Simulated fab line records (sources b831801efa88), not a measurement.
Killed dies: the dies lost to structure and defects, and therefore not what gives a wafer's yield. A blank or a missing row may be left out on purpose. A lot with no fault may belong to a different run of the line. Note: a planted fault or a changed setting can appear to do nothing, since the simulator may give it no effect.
Matching of chambers :: flow gf180mcu :: 4 sister chambers for GF_V1_CMP_04 on cmp-01
The step polishes SiO2. 8 wafers are shown with their chamber, then 12 later ones without.

== WAFERS WITH THEIR CHAMBER ==
wafer: L084.1
chamber: 3
motor current A (A): 12.3
time to endpoint s (s): 83

wafer: L084.5
chamber: 3
motor current A (A): 13.0
time to endpoint s (s): 92

wafer: L085.3
chamber: 1
motor current A (A): 11.7
time to endpoint s (s): 76

wafer: L085.4
chamber: 0
motor current A (A): 12.6
time to endpoint s (s): 79

wafer: L085.6
chamber: 2
motor current A (A): 12.0
time to endpoint s (s): 81

wafer: L086.2
chamber: 2
motor current A (A): 12.4
time to endpoint s (s): 76

wafer: L086.3
chamber: 1
motor current A (A): 11.5
time to endpoint s (s): 69

wafer: L086.6
chamber: 0
motor current A (A): 11.9
time to endpoint s (s): 80

== WAFERS WITHOUT THEIR CHAMBER ==
wafer: L089.1
motor current A (A): 12.9
time to endpoint s (s): 72

wafer: L089.2
motor current A (A): 11.1
time to endpoint s (s): 76

wafer: L089.4
motor current A (A): 11.2
time to endpoint s (s): 78

wafer: L093.2
motor current A (A): 12.7
time to endpoint s (s): 91

wafer: L093.3
motor current A (A): 12.4
time to endpoint s (s): 81

wafer: L093.5
motor current A (A): 11.1
time to endpoint s (s): 86

wafer: L094.2
motor current A (A): 12.1
time to endpoint s (s): 68

wafer: L094.4
motor current A (A): 12.5
time to endpoint s (s): 68

wafer: L094.6
motor current A (A): 11.6
time to endpoint s (s): 72

wafer: L096.4
motor current A (A): 12.0
time to endpoint s (s): 73

wafer: L096.5
motor current A (A): 12.0
time to endpoint s (s): 81

wafer: L096.6
motor current A (A): 12.6
time to endpoint s (s): 80

== WHICH CHAMBER EACH WENT THROUGH ==
wafer: L089.1
from the rows above: can't be placed: 2 or 0 or 1 or 3
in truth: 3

wafer: L089.2
from the rows above: can't be placed: 1 or 2 or 0
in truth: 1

wafer: L089.4
from the rows above: can't be placed: 1 or 2 or 0
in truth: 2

wafer: L093.2
from the rows above: 3
in truth: 3

wafer: L093.3
from the rows above: can't be placed: 0 or 2 or 3
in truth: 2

wafer: L093.5
from the rows above: can't be placed: 1 or 2 or 0 or 3
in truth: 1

wafer: L094.2
from the rows above: can't be placed: 1 or 2 or 0
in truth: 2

wafer: L094.4
from the rows above: can't be placed: 2 or 1 or 0 or 3
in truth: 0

wafer: L094.6
from the rows above: 1
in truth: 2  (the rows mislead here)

wafer: L096.4
from the rows above: can't be placed: 1 or 2 or 0
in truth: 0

wafer: L096.5
from the rows above: can't be placed: 0 or 2 or 1 or 3
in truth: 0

wafer: L096.6
from the rows above: can't be placed: 0 or 2 or 3
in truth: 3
Correctly placed: 1 of 12. Cannot be placed on the basis of these rows: 10; the candidates contain the true chamber in 10. Number placed wrongly: 1.
How it was worked out, from the rows above alone: a wafer's distance from a chamber is the root of the sum, over the readings, of the square of ((its reading less the chamber's mean) divided by the reading's scatter). The wafer belongs to the nearest chamber; if the next one is less than 2 further off, it can't be placed. A chamber's mean is the mean of its shown wafers. The scatter is the square root of a quotient: the sum, over the shown wafers, of each reading's squared deviation from its chamber's mean, divided by wafers minus chambers.
